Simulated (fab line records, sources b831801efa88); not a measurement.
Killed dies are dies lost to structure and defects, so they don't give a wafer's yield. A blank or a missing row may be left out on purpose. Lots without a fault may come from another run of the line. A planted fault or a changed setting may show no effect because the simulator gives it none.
A struck lot beside a sound one | flow sky130 | 15 steps out of a route of 708
Sound: wafers L229.2, L229.3, L229.4. Struck: wafers L236.2, L236.5, L236.6. The cause comes at the end.
At each step with rows: each side's tool, then ch and its chambers, then its first start. Under that, the readings that differ: sound wafers | struck wafers | difference of the means | sigmas: that difference in standard deviations of wafers without a fault.
alike: readings whose means differ by less than 2 such deviations, and words and numbers that are the same on both sides. not compared: withheld readings, readings that some wafer has no value for, bounds like >300 that may hide the same value, and numbers for which the record gives no deviation and whose values overlap.
The two part at a step that has a row with sigmas, a row that says differs or no value, or rows on one side only. Numbers that don't overlap but have no deviation are shown without sigmas and don't part them. A reading that every wafer of one side lacks parts them only if that side has two wafers or more.

first, 8 steps without rows for these wafers: SKY_LOCAL_INTERCONNECT_DEHYDRATE_03 (time 60 s); SKY_LOCAL_INTERCONNECT_HMDS_04 (prime time 60 s); SKY_LOCAL_INTERCONNECT_COAT_05 (resist thk 60 nm); SKY_LOCAL_INTERCONNECT_COAT_06 (resist thk 450 nm); SKY_LOCAL_INTERCONNECT_SOFTBAKE_07 (time 88.39 s); SKY_LOCAL_INTERCONNECT_EXPOSE_08 (exposes mask LI1M, target cd 170 nm); SKY_LOCAL_INTERCONNECT_PEB_09; SKY_LOCAL_INTERCONNECT_DEVELOP_10 (develop time 60 s).
SKY_LOCAL_INTERCONNECT_CD_MEAS_11: target cd 170 nm.
  sound on cd_sem-02, day 31 07:24; struck on cd_sem-01, day 33 11:47
  alike: cd_nm
SKY_LOCAL_INTERCONNECT_OVL_MEAS_12:
  sound on overlay-02, day 31 07:31; struck on overlay-01, day 33 11:53
  reading                     | sound   | struck   | difference | sigmas
  LOCAL_INTERCONNECT_OVL (nm) | 11 6 12 | -2 -6 -5 | -14        | -3
SKY_LOCAL_INTERCONNECT_ETCH_13: etches BARC in N2/H2, stops on SiO2, time 45.9 s, target depth 60 nm.
  sound on rie_metal-04 ch 0,1, day 31 07:32; struck on rie_metal-04 ch 0,1, day 33 11:55
  alike: chamber_pressure_mTorr, drypump_motor_current_A, n2_flow_sccm, oes_product_au, rf_fwd_power_W, throttle_valve_pct
  not compared: rf_hours_counter_h
SKY_LOCAL_INTERCONNECT_METAL_ETCH_14: etches TiN in Cl2/BCl3, stops on PSG, target depth 110 nm, time 31.4 s.
  sound on rie_metal-04 ch 0,1, day 31 07:36; struck on rie_metal-04 ch 0,1, day 33 11:58
  alike: chamber_pressure_mTorr, drypump_motor_current_A, oes_product_au, rf_fwd_power_W, throttle_valve_pct
  not compared: rf_hours_counter_h
SKY_LOCAL_INTERCONNECT_STRIP_15: strips in O2/N2.
  sound on plasma_asher-04 ch 0,1, day 31 07:39; struck on plasma_asher-04 ch 0,1, day 33 12:02
  no value came back on the struck wafers for any of 6 readings (chamber_pressure_mTorr (mTorr), drypump_motor_current_A (A) and others); on the sound wafers chamber_pressure_mTorr (mTorr) reads 1498.8 1501.1 1499.2
  reading                                                   | sound | struck            | difference | sigmas
  model.KrF-thick_of_LOCAL_INTERCONNECT_COAT_06.thk_nm (nm) | 0 0 0 | 347.3 346.9 347.8 | +347.3     |
  not compared: rf_hours_counter_h
then, 1 step without rows for these wafers: SKY_LOCAL_INTERCONNECT_STRIP_16 (strips in post etch residue remover, time 1200 s).
-- the record jumps here: 15 days lie between the struck wafers' starts before and after (it left off in module LOCAL_INTERCONNECT and takes up again in module PAD_OPEN, whose first step shown is number 708 of the route) --
SKY_PAD_OPEN_PROBE_99:
  sound on prober-01, day 46 11:21; struck on prober-01, day 48 01:29
  reading            | sound    | struck                                                               | difference                   | sigmas
  hold               | - - -    | await_dispo/4.3h/scrap await_dispo/4.3h/scrap await_dispo/4.3h/scrap | no value on the sound wafers |
  killed_at_contacts | 22 16 14 | 420 437 440                                                          | +415                         | +77
  killed_dies        | 80 59 78 | 492 492 492                                                          | +420                         | +42
  killed_on_rim      | 18 18 18 | 96 96 96                                                             | +78                          | +19
  alike: killed_at_M0_to_M3, killed_at_M4_up, killed_at_front_end, killed_at_other, killed_open, killed_short

WHERE THEY PART
First at SKY_LOCAL_INTERCONNECT_OVL_MEAS_12; last, within this record, at SKY_PAD_OPEN_PROBE_99.

WHY: what the simulator had put in
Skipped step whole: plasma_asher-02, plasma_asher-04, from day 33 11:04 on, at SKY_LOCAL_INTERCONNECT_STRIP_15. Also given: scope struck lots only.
